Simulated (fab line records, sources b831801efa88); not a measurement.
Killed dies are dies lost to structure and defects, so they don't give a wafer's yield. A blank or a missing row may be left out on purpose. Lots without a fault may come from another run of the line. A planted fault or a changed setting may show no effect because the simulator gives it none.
Tool commonality check | flow sky130 | 14 lots, 42 wafers sampled

WHY IT WAS OPENED
At SKY_SONOS_TUNNEL_CD_MEAS_07 the reading cd_nm is flagged on 2 of 14 lots. Wafers without a fault read 409.9 nm, standard deviation 2.7.
Rule: a lot is flagged when every wafer of it that has a number lies more than 4 standard deviations from that mean, or none has a number. The other lots count as sound.

lot  | measured     | on        | cd_nm (nm), wafer by wafer | flag
L987 | day 11 00:07 | cd_sem-02 | 413.8 412.2 412.7          |
L988 | day 11 06:42 | cd_sem-02 | 411.0 409.3 411.5          |
L989 | day 11 12:10 | cd_sem-01 | 407.0 406.1 407.7          |
L991 | day 12 06:20 | cd_sem-02 | 409.4 407.9 409.3          |
L992 | day 12 15:17 | cd_sem-01 | 409.5 409.6 411.2          |
L993 | day 12 20:24 | cd_sem-01 | 409.1 411.8 412.5          |
L997 | day 14 06:38 | cd_sem-02 | 413.0 415.3 414.1          |
L999 | day 14 17:05 | cd_sem-01 | 300.2 303.8 299.8          | FLAGGED
L100 | day 14 21:46 | cd_sem-02 | 301.2 301.2 299.6          | FLAGGED
L104 | day 16 10:32 | cd_sem-02 | 406.0 404.7 406.2          |
L106 | day 16 22:55 | cd_sem-01 | 407.4 406.7 409.0          |
L107 | day 17 11:51 | cd_sem-01 | 408.2 407.9 408.4          |
L108 | day 17 18:41 | cd_sem-02 | 413.0 410.2 414.5          |
L110 | day 18 07:33 | cd_sem-01 | 408.2 408.3 407.7          |
The numbers of the flagged lots are 301.0 nm on average: -108.9 nm against the usual, or -40 standard deviations.

WHICH TOOL RAN EACH LOT
The record holds 1 process step before the reading, out of a route of 708 steps. In each cell: the tool, then ch and the chambers that the sampled wafers went through, then the start.
lot  | flag    | SKY_SONOS_TUNNEL_EXPOSE_04
L987 |         | iline_stepper-01 ch 0, day 10 13:04
L988 |         | iline_stepper-01 ch 0, day 10 19:01
L989 |         | iline_stepper-02 ch 0, day 11 01:30
L991 |         | iline_stepper-02 ch 0, day 11 19:01
L992 |         | iline_stepper-01 ch 0, day 12 04:01
L993 |         | iline_stepper-02 ch 0, day 12 08:21
L997 |         | iline_stepper-01 ch 0, day 13 18:16
L999 | FLAGGED | iline_stepper-01 ch 0, day 14 04:46
L100 | FLAGGED | iline_stepper-01 ch 0, day 14 09:11
L104 |         | iline_stepper-02 ch 0, day 15 20:49
L106 |         | iline_stepper-02 ch 0, day 16 08:32
L107 |         | iline_stepper-02 ch 0, day 16 22:37
L108 |         | iline_stepper-02 ch 0, day 17 04:08
L110 |         | iline_stepper-02 ch 0, day 17 16:15
What these steps do:
- SKY_SONOS_TUNNEL_EXPOSE_04: exposes mask TUNM, target cd 410 nm.
- SKY_SONOS_TUNNEL_CD_MEAS_07: target cd 410 nm.

FLAGGED OVER TOTAL, TOOL BY TOOL (the gauges that took the reading come last)
step                        | tool             | lots run | flagged | share of the flagged lots | sound lots run after its first flagged lot
SKY_SONOS_TUNNEL_EXPOSE_04  | iline_stepper-01 | 6        | 2       | all                       | 0
SKY_SONOS_TUNNEL_EXPOSE_04  | iline_stepper-02 | 8        | 0       | none                      | -
SKY_SONOS_TUNNEL_CD_MEAS_07 | cd_sem-01        | 7        | 1       | some                      | 3 (L106,L107,L110)
SKY_SONOS_TUNNEL_CD_MEAS_07 | cd_sem-02        | 7        | 1       | some                      | 2 (L104,L108)

WHAT THE TABLE ALLOWS
1 row of the table ran every flagged lot: iline_stepper-01 at SKY_SONOS_TUNNEL_EXPOSE_04.
- iline_stepper-01 at SKY_SONOS_TUNNEL_EXPOSE_04: 2 of its 6 lots flagged. Its last sound lot is L997 (day 13 18:16), its first flagged lot L999 (day 14 04:46): a fault that began between those two fits. Its own readings lie more than 4 standard deviations out on every wafer of the flagged lots: exposure_dose_mJ_cm2.
One tool is left: iline_stepper-01 at SKY_SONOS_TUNNEL_EXPOSE_04.

WHAT THE SIMULATOR HAD PUT IN
Process parameter drift: iline_stepper-01, from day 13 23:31 on, at SKY_SONOS_TUNNEL_EXPOSE_04. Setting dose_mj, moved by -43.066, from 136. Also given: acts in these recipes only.
Lots struck among those shown: L999, L100. The rule above found the same.
